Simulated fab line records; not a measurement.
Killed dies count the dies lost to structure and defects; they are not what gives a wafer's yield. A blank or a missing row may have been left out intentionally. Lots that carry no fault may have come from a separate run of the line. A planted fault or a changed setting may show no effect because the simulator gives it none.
Which of the tools did it? :: flow gf180mcu :: 33 wafers from 11 lots sampled at 2 of the route's 602 steps

WHAT THE GAUGES READ, wafer by wafer
GF_V3_THK_MEAS_25: measures by xrf.
lot: L858
measured: day 22 13:54
on: film-metro-02
V3_W_THK (nm): 351 355 346

lot: L859
measured: day 23 03:35
on: film-metro-02
V3_W_THK (nm): 346 345 344

lot: L860
measured: day 23 12:43
on: film-metro-04
V3_W_THK (nm): 350 348 349

lot: L861
measured: day 23 15:40
on: film-metro-02
V3_W_THK (nm): 353 344 346

lot: L862
measured: day 24 04:38
on: film-metro-04
V3_W_THK (nm): 345 352 348

lot: L865
measured: day 25 06:44
on: film-metro-03
V3_W_THK (nm): 350 350 350

lot: L867
measured: day 26 02:51
on: film-metro-04
V3_W_THK (nm): 346 351 355

lot: L870
measured: day 27 04:59
on: film-metro-02
V3_W_THK (nm): 345 344 354

lot: L873
measured: day 28 00:28
on: film-metro-03
V3_W_THK (nm): 352 356 355

lot: L880
measured: day 29 21:34
on: film-metro-04
V3_W_THK (nm): 354 355 358

lot: L881
measured: day 30 01:22
on: film-metro-03
V3_W_THK (nm): 344 341 346

EACH LOT AND THE TOOL THAT RAN IT (in order: tool; ch and the chambers of the sampled wafers; start)
lot: L858
GF_V3_SPUTTER_21: pvd-sputter-03, day 22 13:34

lot: L859
GF_V3_SPUTTER_21: pvd-sputter-01, day 23 03:15

lot: L860
GF_V3_SPUTTER_21: pvd-sputter-04, day 23 12:22

lot: L861
GF_V3_SPUTTER_21: pvd-sputter-01, day 23 15:20

lot: L862
GF_V3_SPUTTER_21: pvd-sputter-03, day 24 04:17

lot: L865
GF_V3_SPUTTER_21: pvd-sputter-04, day 25 06:24

lot: L867
GF_V3_SPUTTER_21: pvd-sputter-01, day 26 02:31

lot: L870
GF_V3_SPUTTER_21: pvd-sputter-03, day 27 04:40

lot: L873
GF_V3_SPUTTER_21: pvd-sputter-04, day 28 00:07

lot: L880
GF_V3_SPUTTER_21: pvd-sputter-04, day 29 21:13

lot: L881
GF_V3_SPUTTER_21: pvd-sputter-04, day 30 01:02
- GF_V3_SPUTTER_21: material Ti, target thk 15 nm, time 80.02 s.

THE ANSWER, worked out from the rows above alone
Rule: the usual values come from the lots themselves. Put in order of their means at a reading, lots are off if they are a third of the lots or fewer, leave a main group of 4 or more, and stand apart from it by a gap of 3 or more times the standard deviation of the main group's means; of several such gaps the widest counts. Not used: any main group whose means are identical at the precision the tables above print for the reading. Also off: a lot with no number at a reading for which 4 or more lots have one. The other lots that the step has rows for count as sound.
Across all readings shown, no lot is off: no conclusion can be drawn from this.

WHAT HAD BEEN PUT IN BY THE SIMULATOR
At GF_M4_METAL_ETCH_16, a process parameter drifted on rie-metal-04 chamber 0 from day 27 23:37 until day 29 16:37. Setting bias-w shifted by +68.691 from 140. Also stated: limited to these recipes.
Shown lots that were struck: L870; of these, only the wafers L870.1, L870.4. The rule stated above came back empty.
